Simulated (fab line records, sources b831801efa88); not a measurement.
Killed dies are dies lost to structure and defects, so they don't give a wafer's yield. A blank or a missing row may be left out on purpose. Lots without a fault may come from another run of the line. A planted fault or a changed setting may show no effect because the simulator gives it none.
Split-lot experiment | flow sky130 | 5 lots, 23 wafers read, on a route of 708 steps

THE SPLIT
At SKY_VT_ADJUST_HVTP_EXPOSE_04 (exposes mask HVTPM, target cd 380 nm), the setting dose_mj was moved away from the recipe's 140 on 5 of the 23 wafers read, by +4.3% to +4.5%. The other wafers ran this setting at the recipe's value.

FROM THE SPLIT TO THE READING: what the file shows between them, 2 steps
- SKY_VT_ADJUST_HVTP_PEB_05
- SKY_VT_ADJUST_HVTP_DEVELOP_06: develop time 61.85 s

THE READING
cd_nm, in nm, at SKY_VT_ADJUST_HVTP_CD_MEAS_07 (target cd 380 nm). Fault-free wafers of this fab line usually give 380.3 nm, standard deviation 2.1 nm.

wafer  | tool, chamber at the split | dose_mj as run | against the recipe | cd_nm, nm | against lot-mates on the recipe
L076.2 | iline_stepper-02, 0        | 140            | recipe             | 382.6     | -
L076.3 | iline_stepper-02, 0        | 146            | +4.3%              | 394.4     | +11.8
L076.4 | iline_stepper-02, 0        | 146            | +4.3%              | 392.8     | +10.2
L076.5 | iline_stepper-02, 0        | 146            | +4.3%              | 394.0     | +11.4
L076.6 | iline_stepper-02, 0        | 140            | recipe             | 382.5     | -
L079.1 | iline_stepper-01, 0        | 140            | recipe             | 378.1     | -
L079.2 | iline_stepper-01, 0        | 140            | recipe             | 378.7     | -
L079.3 | iline_stepper-01, 0        | 140            | recipe             | 378.2     | -
L079.4 | iline_stepper-01, 0        | 140            | recipe             | 378.5     | -
L079.5 | iline_stepper-01, 0        | 140            | recipe             | 380.3     | -
L080.1 | iline_stepper-01, 0        | 140            | recipe             | 380.4     | -
L080.3 | iline_stepper-01, 0        | 140            | recipe             | 380.1     | -
L080.4 | iline_stepper-01, 0        | 140            | recipe             | 382.3     | -
L080.5 | iline_stepper-01, 0        | 140            | recipe             | 382.6     | -
L080.6 | iline_stepper-01, 0        | 140            | recipe             | 380.4     | -
L081.1 | iline_stepper-02, 0        | 140            | recipe             | 377.8     | -
L081.2 | iline_stepper-02, 0        | 140            | recipe             | 380.1     | -
L081.6 | iline_stepper-02, 0        | 140            | recipe             | 379.8     | -
L085.1 | iline_stepper-01, 0        | 146.3          | +4.5%              | 388.8     | +10.8
L085.2 | iline_stepper-01, 0        | 140            | recipe             | 380.6     | -
L085.4 | iline_stepper-01, 0        | 146.3          | +4.5%              | 394.4     | +16.4
L085.5 | iline_stepper-01, 0        | 140            | recipe             | 376.1     | -
L085.6 | iline_stepper-01, 0        | 140            | recipe             | 377.4     | -

THE FIT
A straight line over all 23 wafers: cd_nm changes by +2.98 nm for each +1% of dose_mj; r = +0.94; the points scatter about the line by 2.1 nm.
The same after taking each lot's own level away (the mean of its wafers on the recipe; 23 wafers): +2.78 nm for each +1%; r = +0.96; scatter 1.4 nm.
On that fit, the largest move of dose_mj shifts the reading by 13 nm.
The lots' own levels span 378.03 to 382.55 nm, that is 2.2 times the standard deviation above.
So the lot-to-lot level changes the slope little: the two slopes agree.
Check: with one of the wafers moved furthest among these (+4.5%) left out of the fit, the line predicts +13 nm for it against its lot-mates. It came out at +10.8 nm against them.

OTHER SPLITS ON THESE WAFERS
These wafers also went through other splits before the reading. Each is held against what the fit with the lots' levels taken away leaves over:
other split on the same wafers      | wafers away from the commonest value | r with cd_nm (lot level and that fit taken away)
SKY_FIELD_ISO_EXPOSE_10 dose_mj     | 7                                    | +0.23
SKY_FIELD_ISO_ETCH_17 time_s        | 9                                    | +0.08
SKY_DNWELL_EXPOSE_04 dose_mj        | 9                                    | +0.08
SKY_PWDE_SOFTBAKE_03 temp_c         | 9                                    | -0.16
SKY_NWELL_IMPLANT_24 energy_kev     | 8                                    | -0.11
SKY_VT_ADJUST_HVTP_COAT_02 spin_rpm | 8                                    | +0.30

THE WHOLE CHAIN: every reading that the file lists as answering this split, in the file's order
step                          | what it does         | reading                                                               | change (the file's fit)              | r (the file's)
SKY_VT_ADJUST_HVTP_DEVELOP_06 | develop time 61.85 s | VT_ADJUST_HVTP.cd_nm (the simulator's own value, which no gauge read) | +2.78 nm for each +1% of the setting | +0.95
SKY_VT_ADJUST_HVTP_CD_MEAS_07 | target cd 380 nm     | cd_nm                                                                 | +2.83 nm for each +1% of the setting | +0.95

THE FILE'S OWN FIT
cd_nm changes by +2.83 nm for each +1% of dose_mj, r = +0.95.
